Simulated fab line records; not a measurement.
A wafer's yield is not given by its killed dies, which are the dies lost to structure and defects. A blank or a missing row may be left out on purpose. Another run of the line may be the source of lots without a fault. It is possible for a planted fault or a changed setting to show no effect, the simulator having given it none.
The tool behind it: which one? | flow gf180mcu | 13 lots (39 wafers sampled), 1 step of a 602-step route

WHAT EACH GAUGE READ, for each wafer
GF_V1_THK_MEAS_03. Usual: V1_CVD_02_THK gives 846 nm (standard deviation 12).
lot  | measured     | on            | V1_CVD_02_THK (nm) | flag
L258 | day 16 18:06 | film-metro-04 | 837 822 836        |
L260 | day 18 16:52 | film-metro-01 | 840 846 852        |
L263 | day 19 00:39 | film-metro-02 | 839 864 868        |
L262 | day 19 01:39 | film-metro-04 | 849 864 850        |
L264 | day 19 09:34 | film-metro-01 | 824 850 835        |
L266 | day 20 05:47 | film-metro-01 | 841 843 847        |
L274 | day 23 05:07 | film-metro-04 | 847 848 825        |
L275 | day 23 09:06 | film-metro-04 | 825 817 841        |
L276 | day 23 17:47 | film-metro-02 | 825 844 864        |
L277 | day 24 01:49 | film-metro-04 | 861 864 848        |
L279 | day 24 15:22 | film-metro-01 | 843 854 860        |
L280 | day 24 22:35 | film-metro-01 | 852 842 847        |
L281 | day 25 07:36 | film-metro-01 | 829 832 839        |

EACH LOT AND THE TOOL THAT RAN IT (in order: tool; ch and the chambers of the sampled wafers; start)
The record holds no process step before these readings.

AS READ BY THE TOOLS THEMSELVES (means over the sampled wafers that have a number; for cases with no such wafer, the mark the record gives instead)
The record holds no such reading with a usual standard deviation.

THE ANSWER, worked out from the rows above alone
Rule: lot off if the mean of its wafers having a number is beyond 3 standard deviations from the usual mean. Also off: a lot with no number at a reading for which 4 or more lots have one. All remaining lots with rows at the step are treated as sound. First the gauges in route order, then the tools' own readings, where a lot's mean is used as printed above. At the first step where some lot is off, the reading lying furthest off is the one used; lots without a number count as furthest.
Nothing can be told from this: no lot is off at any reading shown.

WHAT HAD BEEN PUT IN BY THE SIMULATOR
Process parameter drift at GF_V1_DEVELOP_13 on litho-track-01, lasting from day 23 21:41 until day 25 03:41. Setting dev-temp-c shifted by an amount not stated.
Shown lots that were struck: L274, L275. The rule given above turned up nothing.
